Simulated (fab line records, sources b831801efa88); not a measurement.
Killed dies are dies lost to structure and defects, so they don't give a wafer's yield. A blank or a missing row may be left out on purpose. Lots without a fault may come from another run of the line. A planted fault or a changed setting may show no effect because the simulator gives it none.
Which tool did it? | flow sky130 | 12 lots, 36 wafers sampled, at 7 steps of a route of 708

WHAT THE GAUGES READ, wafer by wafer
SKY_VT_ADJUST_PCH_TW_MEAS_10.
lot  | measured     | on            | VT_ADJUST_PCH_TW
L707 | day 10 13:12 | film_metro-04 | 143.1 142.1 142.5
L708 | day 11 02:50 | film_metro-01 | 145.7 145.2 145.4
L712 | day 12 04:30 | film_metro-04 | 142.3 142.6 143.1
L714 | day 12 20:59 | film_metro-01 | 145.4 144.8 144.5
L713 | day 12 21:03 | film_metro-04 | 142.6 142.0 142.2
L720 | day 14 12:25 | film_metro-04 | 143.3 143.4 143.3
L721 | day 15 00:46 | film_metro-03 | 141.6 142.0 141.6
L723 | day 15 10:42 | film_metro-04 | 142.8 142.7 144.0
L724 | day 16 03:05 | film_metro-01 | 144.5 144.3 144.1
L726 | day 16 15:54 | film_metro-03 | 141.7 141.9 141.9
L725 | day 16 17:56 | film_metro-01 | 144.1 143.8 143.3
L729 | day 17 14:57 | film_metro-03 | 142.6 142.7 142.5

SKY_SONOS_TUNNEL_TW_MEAS_12.
lot  | measured     | on            | SONOS_TUNNEL_TW
L707 | day 11 11:40 | film_metro-04 | 197.6 197.9 197.1
L708 | day 12 02:53 | film_metro-01 | 198.9 200.9 200.1
L712 | day 13 06:08 | film_metro-01 | 198.7 199.2 200.0
L714 | day 13 23:28 | film_metro-04 | 197.1 197.5 198.0
L713 | day 13 23:38 | film_metro-04 | 197.2 195.5 197.4
L720 | day 15 16:04 | film_metro-02 | 194.2 194.7 194.7
L721 | day 16 04:32 | film_metro-02 | 194.2 193.0 194.5
L723 | day 16 14:40 | film_metro-01 | 198.5 198.7 200.0
L724 | day 17 08:42 | film_metro-02 | 195.9 194.7 194.8
L726 | day 17 21:17 | film_metro-04 | 197.2 196.7 196.9
L725 | day 18 00:13 | film_metro-04 | 196.2 196.7 196.7
L729 | day 18 21:59 | film_metro-01 | 198.9 199.2 198.7

SKY_GATE_OXIDE_THK_MEAS_02.
lot  | measured     | on            | GATE_OXIDE_OXIDATION_00_THK (nm)
L707 | day 12 19:40 | film_metro-02 | 10.16 10.37 10.38
L708 | day 13 12:16 | film_metro-02 | 9.98 10.19 10.15
L712 | day 14 13:38 | film_metro-04 | 10.19 10.12 10.18
L714 | day 15 10:28 | film_metro-02 | 9.91 10.22 10.09
L713 | day 15 11:25 | film_metro-02 | 10.16 10.17 10.14
L720 | day 17 03:13 | film_metro-03 | 10.47 10.46 10.53
L721 | day 17 16:49 | film_metro-03 | 10.27 10.15 10.23
L723 | day 18 04:46 | film_metro-03 | 10.50 10.45 10.54
L724 | day 18 21:24 | film_metro-04 | 10.61 10.49 10.38
L726 | day 19 12:03 | film_metro-03 | 10.11 10.23 10.29
L725 | day 19 16:34 | film_metro-03 | 10.00 10.11 10.14
L729 | day 20 10:40 | film_metro-02 | 10.27 10.42 10.33

SKY_SD_N_CD_MEAS_07: target cd 380 nm.
lot  | measured     | on        | cd_nm (nm)
L707 | day 27 22:49 | cd_sem-01 | 381.0 381.8 381.1
L708 | day 28 18:16 | cd_sem-01 | 378.3 379.1 379.6
L712 | day 29 22:13 | cd_sem-02 | 380.5 - 379.9
L714 | day 30 18:37 | cd_sem-02 | - - 378.6
L713 | day 30 21:57 | cd_sem-02 | 380.3 - 383.0
L720 | day 32 11:00 | cd_sem-02 | 377.8 378.2 378.8
L721 | day 32 20:14 | cd_sem-01 | 380.3 378.3 380.2
L723 | day 33 07:31 | cd_sem-02 | 379.5 378.8 381.0
L724 | day 34 02:11 | cd_sem-01 | 384.7 380.2 384.2
L726 | day 34 09:45 | cd_sem-02 | 382.0 383.7 383.6
L725 | day 34 13:34 | cd_sem-01 | 381.8 378.4 379.4
L729 | day 35 04:31 | cd_sem-02 | 380.2 380.8 381.4

SKY_SD_N_OVL_MEAS_08.
lot  | measured     | on         | SD_N_OVL (nm)
L707 | day 27 22:53 | overlay-01 | -0.7 1.1 1.6
L708 | day 28 18:23 | overlay-01 | 1.6 -1.2 -0.6
L712 | day 29 22:20 | overlay-01 | -1.4 - -0.5
L714 | day 30 18:41 | overlay-02 | - - 0.1
L713 | day 30 22:04 | overlay-02 | 0.2 - 0.8
L720 | day 32 11:07 | overlay-02 | 0.2 0.0 2.1
L721 | day 32 20:21 | overlay-02 | -1.1 0.0 0.3
L723 | day 33 07:38 | overlay-02 | 1.6 -0.5 -0.4
L724 | day 34 02:18 | overlay-02 | 0.9 0.4 -1.4
L726 | day 34 09:52 | overlay-02 | 0.6 -1.0 0.0
L725 | day 34 13:39 | overlay-02 | 1.0 -0.2 2.5
L729 | day 35 04:40 | overlay-02 | 1.6 0.6 0.5

SKY_SD_N_TW_MEAS_12.
lot  | measured     | on            | SD_N_TW
L707 | day 27 23:20 | film_metro-03 | 3966 3990 3950
L708 | day 28 18:49 | film_metro-01 | 4001 3994 3976
L712 | day 29 22:49 | film_metro-01 | 4028 30 3996
L714 | day 30 19:08 | film_metro-03 | 30 30 3958
L713 | day 30 22:31 | film_metro-03 | 3980 30 3975
L720 | day 32 12:17 | film_metro-04 | 3912 3942 3928
L721 | day 32 20:47 | film_metro-03 | 3970 3972 3984
L723 | day 33 08:04 | film_metro-03 | 3946 3947 3952
L724 | day 34 02:44 | film_metro-03 | 3977 3969 3987
L726 | day 34 10:19 | film_metro-01 | 3994 4010 3991
L725 | day 34 14:06 | film_metro-01 | 4004 3985 3991
L729 | day 35 05:06 | film_metro-04 | 3991 4013 3973

WHICH TOOL RAN EACH LOT (tool, then ch and the chambers of the sampled wafers, then the start)
lot  | SKY_SD_N_DEVELOP_06
L707 | litho_track-04 ch 0, day 27 22:41
L708 | litho_track-04 ch 0, day 28 18:08
L712 | litho_track-04 ch 0, day 29 22:05
L714 | litho_track-04 ch 0, day 30 18:29
L713 | litho_track-04 ch 0, day 30 21:48
L720 | litho_track-01 ch 0, day 32 10:52
L721 | litho_track-01 ch 0, day 32 20:05
L723 | litho_track-04 ch 0, day 33 07:23
L724 | litho_track-01 ch 0, day 34 02:02
L726 | litho_track-04 ch 0, day 34 09:36
L725 | litho_track-03 ch 0, day 34 13:25
L729 | litho_track-03 ch 0, day 35 04:22
- SKY_SD_N_DEVELOP_06: develop time 60 s.

WHAT THE TOOLS THEMSELVES READ (means of the sampled wafers that have a number; where no wafer has one, the mark that the record gives instead)
The record holds no such reading with a usual standard deviation.

THE ANSWER, worked out from the rows above alone
Rule: what is usual is taken from the lots themselves. Put in order of their means at a reading, lots are off if they are a third of the lots or fewer, leave a main group of 4 or more, and stand apart from it by a gap of 3 or more times the standard deviation of the main group's means; of several such gaps the widest counts. A main group whose means are all the same, to the digits that the tables above print for the reading, isn't used. A lot without any number at a reading at which 4 lots or more have one is off too. The other lots that the step has rows for count as sound. The gauges are gone through in route order, then the tools' own readings, and for those a lot's mean is taken as printed above. The first step at which some lot is off is used, and at that step the reading that is off furthest; a lot without a number counts as furthest.
Off: L712, L714, L713, at SKY_SD_N_TW_MEAS_12 (SD_N_TW). The main group: mean 3975, standard deviation 22.
A tool fits if, at a process step before that reading, it ran every lot that is off, and no sound lot after the first of them. The gauges at SKY_SD_N_TW_MEAS_12 are tried like those tools. None of those tried fits.

WHAT THE SIMULATOR HAD PUT IN
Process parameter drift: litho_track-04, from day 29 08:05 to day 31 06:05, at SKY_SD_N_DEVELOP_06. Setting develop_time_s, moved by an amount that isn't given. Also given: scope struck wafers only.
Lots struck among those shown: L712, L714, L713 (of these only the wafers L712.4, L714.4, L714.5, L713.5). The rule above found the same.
